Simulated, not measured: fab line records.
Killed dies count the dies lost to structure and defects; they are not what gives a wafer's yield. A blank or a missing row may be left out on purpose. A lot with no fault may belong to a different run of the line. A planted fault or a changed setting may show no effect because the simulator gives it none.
Code-filled problem report in 8D (eight disciplines) form    flow gf180mcu    the parts of the form that need people (team, actions taken, sign-off) are left out

== 1. THE ISSUE ==
cathode dc power W at GF_M3_SPUTTER_04 reads a mean of 4556.7 W on 1 wafer of 1 lot; wafers without a fault read 6499.9 W with a standard deviation of 1.2. So: -99 or more standard deviations from the usual mean.
The step: material TiN, target thk 50 nm, time 41.7 s.
First observed at day 25 15:36: wafer L789.4, on pvd sputter-01. At this step, 39 wafers from 13 lots have a number in the record. The rule behind "out" and "out of limits": a value lying over 4 standard deviations away from the usual mean. Any other wafer with a number is counted as sound.

== 2. WHAT IT IS, AND WHAT IT ISN'T ==
question                     is                  is not
which readings at this step  cathode dc power W  throttle valve pct
which lots                   L789                L774, L775, L777, L778, L780, L781, L783, L784, L785, L794, L795, L796
which wafers of those lots   L789.4              L789.1, L789.3
read on which tools          pvd sputter-01      pvd sputter-02, pvd sputter-03
when                         from day 25 15:36   up to then (29 sound wafers); but 9 sound wafers of L794, L795, L796 came after

== 3. SUSPECTS, AND WHAT RULES EACH OUT ==
Counting: a tool at a process step up to the reading stays a suspect if it ran every lot that is out. Sound lots after the first of them don't rule it out here, since some wafers of a struck lot are sound.
- rie diel-01 at GF_V2_ETCH_17 (etches SiO2 in C4F8/O2/Ar, stops on TiN, target depth 630 nm): kept. It ran the lot that is out, L789 (day 25 14:47); its last sound lot up to then is L785 (day 24 09:58). Because GF_V2_ETCH_17 lacks a start for some lots, the hours and order of its lots are taken from GF_V2_SPUTTER_22.
- pvd sputter-03 at GF_V2_SPUTTER_22 (material TiN, target thk 10 nm, time 40 s): kept. It ran the lot that is out, L789 (day 25 14:47); its last sound lot up to then is L785 (day 24 09:58).
- pvd sputter-01 at GF_M3_SPUTTER_04 (material TiN, target thk 50 nm, time 41.7 s): kept. It ran the lot that is out, L789 (day 25 15:36); its last sound lot up to then is L785 (day 24 10:47). Out on those wafers are its own readings of cathode dc power W.
rie diel-01 at GF_V2_ETCH_17, pvd sputter-03 at GF_V2_SPUTTER_22 and pvd sputter-01 at GF_M3_SPUTTER_04 are what is left after counting.

== 4. THE CAUSE (what the simulator had put in) ==
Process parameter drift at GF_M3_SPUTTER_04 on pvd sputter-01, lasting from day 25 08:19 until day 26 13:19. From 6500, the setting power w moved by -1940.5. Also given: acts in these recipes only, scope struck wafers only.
Of the 3 suspects that counting leaves, this tool is one.

== 5. SEQUENCE OF EFFECTS, ordered by route ==
Each row: a reading whose mean over the struck wafers that have a number lies more than 3 standard deviations from the usual. Scope: only readings with a usual standard deviation given in the record; hours: median across lots of the time from each lot's start at the first step in this table that gives one to its start at this step; sigmas: change in usual standard deviations.
hours  step                     reading             usual     on struck wafers  change   sigmas
0      GF_M3_SPUTTER_04         cathode dc power W  6499.9 W  4556.7            -1943.2  -99 or more
182    GF_PASSIVATION_PROBE_99  killed at other     0.1       1.0               +0.9     +3.2
The process steps in it:
- GF_M3_SPUTTER_04: material TiN, target thk 50 nm, time 41.7 s.
- GF_PASSIVATION_PROBE_99

== 6. WHAT WOULD HAVE CAUGHT IT SOONER ==
In this record the first reading out of limits was taken at day 25 15:36, 7 hours after the fault began at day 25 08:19.
